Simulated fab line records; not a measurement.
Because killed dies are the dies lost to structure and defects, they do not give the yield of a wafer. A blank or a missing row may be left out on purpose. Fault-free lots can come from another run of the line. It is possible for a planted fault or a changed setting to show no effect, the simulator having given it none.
A lot that was struck, set against a sound lot | flow gf180mcu | 24 out of 602 route steps
Sound: the wafers L252.1, L252.2, L252.3. Struck: wafers L265.3, L265.5, L265.6. The cause is given at the end.
At each step with rows: each side's tool, then ch and its chambers, then its first start. Under that, the readings that differ: sound wafers | struck wafers | difference of the means | sigmas: that difference in standard deviations of wafers without a fault.
alike: same words and numbers on both sides, and readings whose means sit less than 2 such deviations apart. not compared: any withheld reading, any reading some wafer has no value for, any bound like >300 that may hide the same value, and any number with overlapping values for which the record gives no deviation.
The two part at a step that has a row with sigmas, a row that says differs or no value, or rows on one side only. Numbers that have no deviation but don't overlap get no sigmas and don't part them. A reading missing from all wafers of one side parts the sides only when that side holds two or more wafers.

GF_V4_SPUTTER_22: material TiN, target thk 10 nm, time 40 s.
  struck on pvdSputter-02, day 28 17:56; sound on pvdSputter-03, day 24 05:52
  alike: cathodeDcPowerW, chamberPressurePa, throttleValvePct
then, 1 step without rows for these wafers: GF_V4_CVD_23 (deposits W, target thk 350 nm, time 104.9 s).
GF_V4_RS_MEAS_24: measurement is done with a four-point probe.
  struck on filmMetro-02, day 28 18:08; sound on filmMetro-02, day 24 06:01
  alike: V4_W_RS
GF_V4_THK_MEAS_25: measures by xrf.
  struck on filmMetro-02, day 28 18:14; sound on filmMetro-02, day 24 06:08
  alike: V4_W_THK
GF_V4_CMP_26: polishes, stops on SiO2, t overpolish 15 s, target thk 0 nm.
  sound on cmp-01 ch 0,1,2, day 24 06:14; struck on cmp-01 ch 1,2,3, day 28 18:22
  alike: motorCurrentA, overpolishRunS, timeToEndpointS
GF_MIM_SPUTTER_00: material Ti, target thk 37.5 nm, time 150 s.
  struck on pvdSputter-04, day 28 18:34; sound on pvdSputter-04, day 24 06:29
  alike: cathodeDcPowerW, chamberPressurePa, throttleValvePct
then, 1 step without rows for these wafers: GF_MIM_SPUTTER_01 (material TiN, target thk 30 nm, time 25 s).
GF_MIM_SPUTTER_02: material AlCu, target thk 450 nm, time 23.9 s.
  struck on pvdSputter-04, day 28 18:42; sound on pvdSputter-04, day 24 06:38
  alike: cathodeDcPowerW, chamberPressurePa, throttleValvePct
GF_MIM_SPUTTER_03: material Ti, target thk 10 nm, time 6.7 s.
  struck on pvdSputter-04, day 28 18:44; sound on pvdSputter-04, day 24 06:40
  alike: cathodeDcPowerW, chamberPressurePa, throttleValvePct
then, 2 steps without rows for these wafers: GF_MIM_SPUTTER_04 (material TiN, target thk 50 nm, time 41.7 s); GF_MIM_CVD_05 (deposits Si3N4, target thk 42 nm, time 29.086 s).
GF_MIM_THK_MEAS_06:
  struck on filmMetro-01, day 28 18:50; sound on filmMetro-04, day 24 06:45
  alike: MIM_CVD_05_THK
GF_MIM_SPUTTER_07: material TiN, target thk 60 nm, time 50 s.
  struck on pvdSputter-01, day 28 18:53; sound on pvdSputter-03, day 24 06:49
  no value came back on the struck wafers for cathodeDcPowerW (W), chamberPressurePa (Pa), throttleValvePct (%); on the sound wafers cathodeDcPowerW (W) reads 6500.6 6499.3 6499.6
then, 9 steps without rows for these wafers: GF_MIM_SPUTTER_08 (material AlCu, target thk 200 nm, time 10.6 s); GF_MIM_SPUTTER_09 (material TiN, target thk 35 nm, time 29.2 s); GF_MIM_DEHYDRATE_12 (time 60 s); GF_MIM_HMDS_13 (prime time 60 s); GF_MIM_COAT_14 (resist thk 1000 nm); GF_MIM_SOFTBAKE_15 (time 60 s); GF_MIM_EXPOSE_16 (exposes mask FuseTop, target cd 2000 nm); GF_MIM_PEB_17; GF_MIM_DEVELOP_18 (develop time 60 s).
GF_MIM_METAL_ETCH_19: etches the open film in Cl2/BCl3, stops on Si3N4, target depth 324.5 nm, time 54.1 s.
  sound on rieMetal-02 ch 0,1, day 25 05:09; struck on rieMetal-03 ch 0,1, day 29 13:28
reading              | sound                | struck               | difference | sigmas
oesProductAu (a.u.)  | 0.938 0.942 0.944    | 0.980 0.982 0.973    | +0.037     | +6
throttleValvePct (%) | 28.258 28.285 28.270 | 28.254 28.225 28.229 | -0.035     | -3
  alike: drypumpMotorCurrentA
  not compared: rfHoursCounterH
then, 1 step without rows for these wafers: GF_MIM_STRIP_20 (strips in O2/N2).

== WHERE THEY PART ==
At GF_MIM_SPUTTER_07 first; at GF_MIM_METAL_ETCH_19 last (within this record only).

WHY: what had been put in by the simulator
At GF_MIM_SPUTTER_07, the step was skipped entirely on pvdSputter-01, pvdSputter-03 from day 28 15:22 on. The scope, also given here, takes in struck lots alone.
